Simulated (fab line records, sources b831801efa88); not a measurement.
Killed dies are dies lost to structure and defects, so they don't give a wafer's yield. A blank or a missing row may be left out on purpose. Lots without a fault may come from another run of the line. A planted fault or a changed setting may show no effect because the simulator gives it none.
Problem report in the 8D (eight disciplines) form, filled by code | flow sky130 | the parts of the form that need people (team, actions taken, sign-off) are left out

1. THE PROBLEM
spin_speed_rpm at SKY_VT_ADJUST_PCH_COAT_02 reads a mean of 2409.3 rpm on 6 wafers of 2 lots; wafers without a fault read 1999.8 rpm with a standard deviation of 1.3. That is +99 or more standard deviations from the usual mean.
The step: resist thk 3000 nm.
First seen on wafer L313.2, day 13 13:25, on litho_track-03. The record holds 36 wafers of 12 lots with a number at this step. Rule for "out", or "out of limits": more than 4 standard deviations from the usual mean. The other wafers with a number count as sound.

2. WHAT IT IS AND WHAT IT IS NOT
question                    | is                     | is not
which readings at this step | spin_speed_rpm         | resist_line_temp_C
which lots                  | L313, L315             | L301, L302, L304, L309, L310, L314, L317, L322, L323, L324
which wafers of those lots  | all that have a number | -
read on which tools         | litho_track-03         | litho_track-02, litho_track-04
when                        | from day 13 13:25      | up to then (15 sound wafers); but 15 sound wafers of L314, L317, L322, L323, L324 came after

3. SUSPECTS, AND WHAT RULES EACH OUT
Counting: a tool at a process step up to the reading stays a suspect if it ran every lot that is out and no sound lot after the first of them.
- litho_track-03 at SKY_VT_ADJUST_PCH_COAT_02 (resist thk 3000 nm): ruled out as a lasting fault. Sound lots L323, L324 ran on it after its first lot that is out, L313 (day 13 13:25).
Left after counting: nothing in the record.

4. THE CAUSE (what the simulator had put in)
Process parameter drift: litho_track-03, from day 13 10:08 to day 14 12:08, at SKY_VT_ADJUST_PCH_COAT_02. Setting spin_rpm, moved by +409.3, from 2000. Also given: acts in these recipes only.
Counting ruled it out, wrongly.

5. THE CHAIN OF EFFECTS, in route order
Each row: a reading whose mean over the struck wafers that have a number lies more than 3 standard deviations from the usual. Only readings for which the record gives a usual standard deviation are gone through. hours: the time from each lot's start at the first step in this table that gives one to its start at this step, as a median over the lots. sigmas: the change in usual standard deviations.
hours | step                       | reading                  | usual      | on struck wafers | change | sigmas
0     | SKY_VT_ADJUST_PCH_COAT_02  | spin_speed_rpm           | 1999.8 rpm | 2409.3           | +409.5 | +99 or more
13    | SKY_VT_ADJUST_PCH_STRIP_09 | strip_time_to_endpoint_s | 36.95 s    | 33.96            | -2.99  | -25
The process steps in it:
- SKY_VT_ADJUST_PCH_COAT_02: resist thk 3000 nm.
- SKY_VT_ADJUST_PCH_STRIP_09: strips in O2/N2.

6. WHAT WOULD HAVE CAUGHT IT SOONER
In this record the first reading out of limits was taken at day 13 13:25, 3 hours after the fault began at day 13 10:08.
